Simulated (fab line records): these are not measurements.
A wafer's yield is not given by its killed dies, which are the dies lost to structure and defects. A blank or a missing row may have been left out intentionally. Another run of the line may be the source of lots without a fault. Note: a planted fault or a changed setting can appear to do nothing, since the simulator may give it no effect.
8D (eight disciplines) problem report, filled in by code	flow gf180mcu	the parts of the form that need people (team, actions taken, sign-off) are left out

## 1. THE PROBLEM
Wafers free of any fault read 1197.6 ohm/sq (standard deviation 2.5) for LVPWELL_RS at GF_VT_IMPLANT_RS_MEAS_48, against a mean of 1161.4 ohm/sq on 6 wafers of 2 lots. Relative to the usual mean, that is a shift of -14 standard deviations.
The step: measures by four-point-probe.
Earliest sighting: wafer L971.1 on film metro-01 at day 10 09:37. The record has a number at this step for 42 wafers belonging to 14 lots. Rule for "out", or "out of limits": more than 4 standard deviations from the usual mean. The rest of the wafers with a number are treated as sound.

## 2. WHAT THIS IS AND IS NOT
question	is	is not
which readings at this step	LVPWELL_RS	-
which lots	L971, L973	L961, L962, L963, L964, L965, L966, L970, L976, L979, L982, L983, L984
which wafers of those lots	all that have a number	-
read on which gauges	film metro-01, film metro-04	film metro-03
when	from day 10 09:37	up to then (21 sound wafers); but 15 sound wafers of L976, L979, L982, L983, L984 came after

## 3. SUSPECTS, AND WHAT RULES EACH OUT
Counting: a tool stays on the suspect list if, at a process step up to the reading, it processed all lots that are out and no sound lot following the first of them.
- the gauge at GF_VT_IMPLANT_RS_MEAS_48 is ruled out. 2 gauges (film metro-01, film metro-04) read the wafers that are out.
- implanter-02 at GF_LVPWELL_IMPLANT_09: ruled out as a lasting fault. Following L971 (day 6 07:06), the first lot on it that is out, the sound lots L983, L984 were run on it.
Left after counting: nothing in the record.

## 4. THE CAUSE (what the simulator had put in)
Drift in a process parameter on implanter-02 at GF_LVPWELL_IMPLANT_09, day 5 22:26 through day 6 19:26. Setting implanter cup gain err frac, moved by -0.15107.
The count ruled it out by mistake, since the rule takes a fault to strike every lot its tool runs from the start of the fault on, and this one did not do so.

## 5. SEQUENCE OF EFFECTS, ordered by route
Rows list readings where the struck wafers' mean (over those with a number) sits beyond 3 standard deviations from the usual. Scope: only readings with a usual standard deviation given in the record; hours: median across lots of the time from each lot's start at the first step in this table that gives one to its start at this step; sigmas: change in usual standard deviations.
hours	step	reading	usual	on struck wafers	change	sigmas
0	GF_LVPWELL_IMPLANT_09	beam on s	9.98 s	11.71	+1.73	+8.6
0	GF_LVPWELL_IMPLANT_09	faraday current uA	28.2	24.1	-4.1	-7.5
99	GF_VT_IMPLANT_RS_MEAS_48	LVPWELL_RS	1197.6 ohm/sq	1161.4	-36.2	-14
The process steps in it:
- GF_LVPWELL_IMPLANT_09

## 6. WHAT WOULD HAVE CAUGHT IT SOONER
107 hours passed between the start of the fault at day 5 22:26 and the first reading out of limits at a measuring or inspecting step in this record, taken at day 10 09:37.
The tool's own readings at GF_LVPWELL_IMPLANT_09 were out on every struck wafer that the step has a row for (beam on s, faraday current uA): an alarm limit on them would have fired on the first of those.
